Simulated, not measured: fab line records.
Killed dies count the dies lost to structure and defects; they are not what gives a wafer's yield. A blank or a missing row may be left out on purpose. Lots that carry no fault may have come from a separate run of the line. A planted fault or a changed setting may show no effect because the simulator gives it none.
fab line records ; flow sky130
record lots=14; wafers=42; last_day=50
route steps=708 shown NWELL@71 VT_ADJUST_HVTP@93 VT_ADJUST_PCH@152 SONOS_TUNNEL@161
lots that met no fault: taken from a fault-free run of the same line
start_h: hours from the record's opening day to when the first of the lot's shown wafers began ; wait_h: hours from the lot's prior step to this one ; " identical to the entry in the row above ; L1.1+2: one row covering several wafers at once ; - no value, or no start given ; * or withheld: withheld ; < > ~ a bound
route shown NAME@n: names a module that has steps shown in the file, with the first one's number in the route ; usual: average and standard deviation across the fault-free wafers ; same: alike in all rows ; chamber/n: place in a boat ; sites: each site's reading ; _std_site: the values' standard deviation ; _edge_site: the outer-site mean with the inner-site mean subtracted ; radius_mm: for every site, how far away it sits from the centre of the wafer ; mask NAME#n: copy n ; behind: the tool/chamber that last shaped the wafer ; hold: what put the lot on hold/how long, in hours/how the hold closed ; device: which transistor (n, p or np) failed to switch ; end of line: the tests these same wafers got at the end of their route ; a step with no rows: only its recipe ; killed: not the wafer's yield, but the dies lost to structure and defects at the first sort ; map: per-die view of a wafer (x killed, . not killed, _ where there is no die)
set.NAME: the setting that was run; set.NAME@STEP: the one run at that earlier step ; model.NAME: the simulator's own value behind a step, which no gauge read
steps of the route over a sample of lots; a table a step, a row a wafer
services: the hour from which a tool's chamber was out of use, counted from the record's first day as start_h (under 0 if before that day), plus the number of hours and why
## steps
# step SKY_NWELL_COAT_18
# recipe spin_rpm=2000; resist_thk_nm=3000
# usual chill_plate_temp_C=23.01/0.11; dispense_pressure_kPa=47.43/0.035
lot.wafer;tool;chamber;start_h;wait_h;chill_plate_temp_C;dispense_pressure_kPa
L841.1;litho_track-02;0;97.06;0.1;23.10;47.40
L841.4;litho_track-02;0;97.06;0.1;23.03;47.42
L841.6;litho_track-02;0;97.06;0.1;22.87;47.35
L844.3;litho_track-04;0;117.78;0.1;23.15;47.41
L844.4;litho_track-04;0;117.78;0.1;23.07;47.36
L844.5;litho_track-04;0;117.78;0.1;23.14;47.40
L847.2;litho_track-01;0;130.61;0.1;23.08;47.42
L847.4;litho_track-01;0;130.61;0.1;22.93;47.45
L847.6;litho_track-01;0;130.61;0.1;22.99;47.44
L851.4;litho_track-04;-;153.71;0.1;-;-
L851.5;litho_track-04;-;153.71;0.1;-;-
L851.6;litho_track-04;-;153.71;0.1;-;-
L852.1;litho_track-02;-;160.51;0.1;-;-
L852.5;litho_track-02;-;160.51;0.1;-;-
L852.6;litho_track-02;-;160.51;0.1;-;-
L855.1;litho_track-02;0;179.41;0.1;22.93;47.43
L855.2;litho_track-02;0;179.41;0.1;22.87;47.46
L855.3;litho_track-02;0;179.41;0.1;23.07;47.47
L856.3;litho_track-02;0;184.76;0.1;23.10;47.47
L856.4;litho_track-02;0;184.76;0.1;22.95;47.40
L856.5;litho_track-02;0;184.76;0.1;23.06;47.46
L857.2;litho_track-02;0;188.74;0.1;23.04;47.43
L857.3;litho_track-02;0;188.74;0.1;23.12;47.48
L857.5;litho_track-02;0;188.74;0.1;23.27;47.44
L859.2;litho_track-04;0;200.11;0.1;23.12;47.49
L859.3;litho_track-04;0;200.11;0.1;23.16;47.47
L859.4;litho_track-04;0;200.11;0.1;23.09;47.45
L860.1;litho_track-04;0;206.98;0.1;23.18;47.46
L860.3;litho_track-04;0;206.98;0.1;23.04;47.45
L860.5;litho_track-04;0;206.98;0.1;22.96;47.45
L861.2;litho_track-02;0;212.49;0.1;22.92;47.43
L861.3;litho_track-02;0;212.49;0.1;23.03;47.48
L861.5;litho_track-02;0;212.49;0.1;22.95;47.45
L862.1;litho_track-04;0;220.18;0.1;22.97;47.44
L862.3;litho_track-04;0;220.18;0.1;23.07;47.44
L862.6;litho_track-04;0;220.18;0.1;23.17;47.46
L863.1;litho_track-02;0;225.51;0.1;22.89;47.38
L863.3;litho_track-02;0;225.51;0.1;22.88;47.38
L863.4;litho_track-02;0;225.51;0.1;22.89;47.41
L864.1;litho_track-04;0;228.68;0.1;22.95;47.48
L864.3;litho_track-04;0;228.68;0.1;23.11;47.44
L864.4;litho_track-04;0;228.68;0.1;23.12;47.46
# step SKY_NWELL_OVL_MEAS_23
# usual NWELL_01_OVL=-0.3/1.5
lot.wafer;tool;chamber;start_h;wait_h;NWELL_01_OVL[nm]
L841.1;overlay-01;-;106.23;-;1.0
L841.4;overlay-01;-;106.23;-;1.2
L841.6;overlay-01;-;106.23;-;-0.4
L844.3;overlay-01;-;127.10;-;1.9
L844.4;overlay-01;-;127.10;-;2.8
L844.5;overlay-01;-;127.10;-;2.4
L847.2;overlay-02;-;140.84;-;1.2
L847.4;overlay-02;-;140.84;-;1.8
L847.6;overlay-02;-;140.84;-;2.2
L851.4;overlay-02;-;164.06;-;-
L851.5;overlay-02;-;164.06;-;-
L851.6;overlay-02;-;164.06;-;-
L852.1;overlay-02;-;170.08;-;-
L852.5;overlay-02;-;170.08;-;-
L852.6;overlay-02;-;170.08;-;-
L855.1;overlay-01;-;189.74;-;-4.2
L855.2;overlay-01;-;189.74;-;-1.3
L855.3;overlay-01;-;189.74;-;-0.5
L856.3;overlay-01;-;195.07;-;-0.9
L856.4;overlay-01;-;195.07;-;-0.7
L856.5;overlay-01;-;195.07;-;-0.6
L857.2;overlay-02;-;199.19;-;-0.7
L857.3;overlay-02;-;199.19;-;-1.0
L857.5;overlay-02;-;199.19;-;-1.6
L859.2;overlay-02;-;211.16;-;1.5
L859.3;overlay-02;-;211.16;-;0.8
L859.4;overlay-02;-;211.16;-;0.2
L860.1;overlay-02;-;218.13;-;0.3
L860.3;overlay-02;-;218.13;-;1.7
L860.5;overlay-02;-;218.13;-;-0.3
L861.2;overlay-02;-;223.92;-;-0.8
L861.3;overlay-02;-;223.92;-;-1.6
L861.5;overlay-02;-;223.92;-;-3.2
L862.1;overlay-02;-;232.16;-;-3.2
L862.3;overlay-02;-;232.16;-;-2.9
L862.6;overlay-02;-;232.16;-;-1.7
L863.1;overlay-02;-;237.01;-;0.4
L863.3;overlay-02;-;237.01;-;-2.4
L863.4;overlay-02;-;237.01;-;-0.5
L864.1;overlay-01;-;240.49;-;-1.5
L864.3;overlay-01;-;240.49;-;2.1
L864.4;overlay-01;-;240.49;-;0.4
# step SKY_VT_ADJUST_HVTP_OVL_MEAS_08
# usual VT_ADJUST_HVTP_OVL=-0.1/1.3
lot.wafer;tool;chamber;start_h;wait_h;VT_ADJUST_HVTP_OVL[nm]
L841.1;overlay-01;-;125.41;0.1;-1.8
L841.4;overlay-01;-;125.41;0.1;0.1
L841.6;overlay-01;-;125.41;0.1;2.1
L844.3;overlay-01;-;146.60;0.1;-1.3
L844.4;overlay-01;-;146.60;0.1;-2.1
L844.5;overlay-01;-;146.60;0.1;-2.8
L847.2;overlay-02;-;161.21;0.1;-0.9
L847.4;overlay-02;-;161.21;0.1;0.9
L847.6;overlay-02;-;161.21;0.1;0.2
L851.4;overlay-02;-;185.18;0.1;0.3
L851.5;overlay-02;-;185.18;0.1;0.9
L851.6;overlay-02;-;185.18;0.1;1.8
L852.1;overlay-02;-;191.89;0.1;-1.0
L852.5;overlay-02;-;191.89;0.1;-0.7
L852.6;overlay-02;-;191.89;0.1;-1.0
L855.1;overlay-02;-;211.54;0.1;-0.8
L855.2;overlay-02;-;211.54;0.1;0.5
L855.3;overlay-02;-;211.54;0.1;3.0
L856.3;overlay-02;-;217.91;0.1;-0.3
L856.4;overlay-02;-;217.91;0.1;-0.2
L856.5;overlay-02;-;217.91;0.1;-2.0
L857.2;overlay-02;-;221.94;0.1;0.4
L857.3;overlay-02;-;221.94;0.1;2.5
L857.5;overlay-02;-;221.94;0.1;0.7
L859.2;overlay-02;-;234.40;0.1;0.4
L859.3;overlay-02;-;234.40;0.1;0.6
L859.4;overlay-02;-;234.40;0.1;0.1
L860.1;overlay-01;-;241.56;0.1;-0.3
L860.3;overlay-01;-;241.56;0.1;-0.2
L860.5;overlay-01;-;241.56;0.1;-0.4
L861.2;overlay-01;-;248.21;0.1;-1.4
L861.3;overlay-01;-;248.21;0.1;-0.9
L861.5;overlay-01;-;248.21;0.1;-1.8
L862.1;overlay-01;-;255.51;0.1;1.5
L862.3;overlay-01;-;255.51;0.1;0.6
L862.6;overlay-01;-;255.51;0.1;1.7
L863.1;overlay-02;-;261.49;0.1;-2.5
L863.3;overlay-02;-;261.49;0.1;-1.5
L863.4;overlay-02;-;261.49;0.1;-1.6
L864.1;overlay-02;-;264.84;0.1;-1.2
L864.3;overlay-02;-;264.84;0.1;-0.4
L864.4;overlay-02;-;264.84;0.1;-0.8
# step SKY_VT_ADJUST_PCH_STRIP_09
# recipe chemistry=O2/N2; power_w=1400; pressure_mtorr=1500; platen_temp_c=withheld; o2_flow_sccm=3000; n2_flow_sccm=300; overash_fraction=0.5
# usual drypump_motor_current_A=5.59/0.26; oes_product_au=0.722/0.0046; strip_time_to_endpoint_s=36.96/0.095
lot.wafer;tool;chamber;start_h;wait_h;drypump_motor_current_A;oes_product_au;rf_hours_counter_h;strip_time_to_endpoint_s
L841.1;plasma_asher-04;1;230.77;0.1;5.91;0.712;55;37.07
L841.4;plasma_asher-04;1;230.77;0.1;5.91;0.718;-;37.03
L841.6;plasma_asher-04;1;230.77;0.1;5.90;0.719;-;37.07
L844.3;plasma_asher-04;0;256.56;0.1;5.45;0.729;-;36.94
L844.4;plasma_asher-04;1;256.56;0.1;5.91;0.732;-;37.07
L844.5;plasma_asher-04;1;256.56;0.1;5.94;0.720;-;37.01
L847.2;plasma_asher-03;1;274.27;0.1;5.86;0.713;48;36.98
L847.4;plasma_asher-03;1;274.27;0.1;5.88;0.727;-;37.02
L847.6;plasma_asher-03;0;274.27;0.1;5.14;0.724;-;37.09
L851.4;plasma_asher-03;1;301.19;0.1;5.86;0.721;-;37.04
L851.5;plasma_asher-03;0;301.19;0.1;5.13;0.718;-;37.11
L851.6;plasma_asher-03;1;301.19;0.1;5.86;0.726;-;37.13
L852.1;plasma_asher-03;0;308.36;0.1;5.14;0.725;52;36.87
L852.5;plasma_asher-03;1;308.36;0.1;5.88;0.726;-;36.86
L852.6;plasma_asher-03;0;308.36;0.1;5.15;0.725;-;37.03
L855.1;plasma_asher-01;0;332.72;0.1;5.54;0.725;19;37.04
L855.2;plasma_asher-01;1;332.72;0.1;5.69;0.725;19;37.04
L855.3;plasma_asher-01;0;332.72;0.1;5.55;0.720;-;37.08
L856.3;plasma_asher-03;1;337.35;0.1;5.85;0.725;-;36.83
L856.4;plasma_asher-03;0;337.35;0.1;5.12;0.720;-;36.87
L856.5;plasma_asher-03;1;337.35;0.1;5.87;0.721;-;36.85
L857.2;plasma_asher-01;0;342.21;0.1;5.56;0.726;20;36.90
L857.3;plasma_asher-01;1;342.21;0.1;5.73;0.717;-;36.94
L857.5;plasma_asher-01;0;342.21;0.1;5.53;0.722;-;36.87
L859.2;plasma_asher-01;1;356.87;0.1;5.67;0.721;22;37.12
L859.3;plasma_asher-01;0;356.87;0.1;5.54;0.720;-;37.14
L859.4;plasma_asher-01;1;356.87;0.1;5.69;0.710;-;37.01
L860.1;plasma_asher-04;0;365.32;0.1;5.43;0.724;68;37.06
L860.3;plasma_asher-04;1;365.32;0.1;5.90;0.722;-;36.95
L860.5;plasma_asher-04;0;365.32;0.1;5.43;0.730;-;37.01
L861.2;plasma_asher-01;1;373.42;0.1;5.72;0.716;23;37.06
L861.3;plasma_asher-01;1;373.42;0.1;5.73;0.726;-;37.09
L861.5;plasma_asher-01;1;373.42;0.1;5.69;0.721;-;37.11
L862.1;plasma_asher-01;1;383.32;0.1;5.69;0.718;24;37.00
L862.3;plasma_asher-01;0;383.32;0.1;5.56;0.719;-;36.99
L862.6;plasma_asher-01;0;383.32;0.1;5.56;0.722;-;36.98
L863.1;plasma_asher-03;0;388.87;0.1;5.14;0.723;60;37.05
L863.3;plasma_asher-03;1;388.87;0.1;5.85;0.721;-;36.98
L863.4;plasma_asher-03;0;388.87;0.1;5.14;0.720;-;36.89
L864.1;plasma_asher-01;1;392.72;0.1;5.68;0.718;25;36.93
L864.3;plasma_asher-01;1;392.72;0.1;5.67;0.731;-;36.91
L864.4;plasma_asher-01;0;392.72;0.1;5.55;0.729;-;36.86
# step SKY_SONOS_TUNNEL_CD_MEAS_07
# recipe target_cd_nm=410
# usual cd_nm=410.4/2.5
lot.wafer;tool;chamber;start_h;wait_h;cd_nm
L841.1;cd_sem-01;-;253.79;0.1;410.3
L841.4;cd_sem-01;-;253.79;0.1;410.9
L841.6;cd_sem-01;-;253.79;0.1;410.9
L844.3;cd_sem-02;-;281.08;0.1;409.0
L844.4;cd_sem-02;-;281.08;0.1;410.3
L844.5;cd_sem-02;-;281.08;0.1;410.4
L847.2;cd_sem-01;-;298.21;0.1;409.0
L847.4;cd_sem-01;-;298.21;0.1;408.2
L847.6;cd_sem-01;-;298.21;0.1;409.4
L851.4;cd_sem-02;-;325.50;0.1;407.8
L851.5;cd_sem-02;-;325.50;0.1;408.5
L851.6;cd_sem-02;-;325.50;0.1;410.1
L852.1;cd_sem-02;-;332.97;0.1;411.3
L852.5;cd_sem-02;-;332.97;0.1;409.5
L852.6;cd_sem-02;-;332.97;0.1;411.6
L855.1;cd_sem-02;-;357.82;0.1;411.5
L855.2;cd_sem-02;-;357.82;0.1;412.0
L855.3;cd_sem-02;-;357.82;0.1;412.3
L856.3;cd_sem-01;-;363.21;0.1;409.6
L856.4;cd_sem-01;-;363.21;0.1;410.8
L856.5;cd_sem-01;-;363.21;0.1;410.7
L857.2;cd_sem-02;-;369.48;0.1;408.4
L857.3;cd_sem-02;-;369.48;0.1;408.0
L857.5;cd_sem-02;-;369.48;0.1;408.2
L859.2;cd_sem-02;-;385.93;0.1;413.4
L859.3;cd_sem-02;-;385.93;0.1;415.8
L859.4;cd_sem-02;-;385.93;0.1;415.9
L860.1;cd_sem-02;-;393.79;0.1;411.7
L860.3;cd_sem-02;-;393.79;0.1;408.5
L860.5;cd_sem-02;-;393.79;0.1;408.3
L861.2;cd_sem-02;-;400.18;0.1;406.6
L861.3;cd_sem-02;-;400.18;0.1;409.2
L861.5;cd_sem-02;-;400.18;0.1;406.8
L862.1;cd_sem-02;-;411.99;0.1;409.9
L862.3;cd_sem-02;-;411.99;0.1;407.2
L862.6;cd_sem-02;-;411.99;0.1;408.2
L863.1;cd_sem-01;-;418.41;0.1;416.6
L863.3;cd_sem-01;-;418.41;0.1;416.7
L863.4;cd_sem-01;-;418.41;0.1;415.9
L864.1;cd_sem-01;-;421.81;0.1;415.8
L864.3;cd_sem-01;-;421.81;0.1;414.6
L864.4;cd_sem-01;-;421.81;0.1;414.0
## services
tool;chamber;start_h;hours;kind
plasma_asher-04;-;78.24;2.8;pm
plasma_asher-01;-;81.10;0.7;repair
plasma_asher-01;-;108.75;9.0;pm
plasma_asher-01;0;108.75;9.0;vent_cycle
plasma_asher-01;1;108.75;9.0;vent_cycle
plasma_asher-03;-;111.79;7.0;repair
plasma_asher-01;0;117.75;-;clean
plasma_asher-01;1;117.75;-;clean
plasma_asher-04;-;234.41;0.7;repair
plasma_asher-01;-;290.98;15.6;pm
plasma_asher-04;-;294.56;1.1;repair
## key
first_sign step=SKY_NWELL_COAT_18; reading=tool_record; direction=missing
effect step=SKY_NWELL_OVL_MEAS_23; reading=NWELL_01_OVL; direction=missing
met_at SKY_NWELL_COAT_18
struck_lots L851,L852
sort_left_out L851.4,L851.5,L851.6,L852.1,L852.5,L852.6
tester_left_out L851,L852
not_acting_at SKY_VT_ADJUST_HVTP_OVL_MEAS_08,SKY_VT_ADJUST_PCH_STRIP_09,SKY_SONOS_TUNNEL_CD_MEAS_07
onset_between 117.78 153.71
fault kind=skipped_step_whole; tool=litho_track-02,litho_track-04; chamber=-; onset_h=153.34; steps=SKY_NWELL_COAT_18; scope=struck_lots_only
# tester_left_out: of these lots the tester's yield and bins aren't shown, on N5 and GAA mostly nor the transistor test; their killed dies are dies lost to structure and defects alone, not to doping, threshold or leakage, so they don't give the yield
# sort_left_out: the simulated sort isn't trusted on such a fault, so these wafers' sort isn't shown, and their yield isn't known
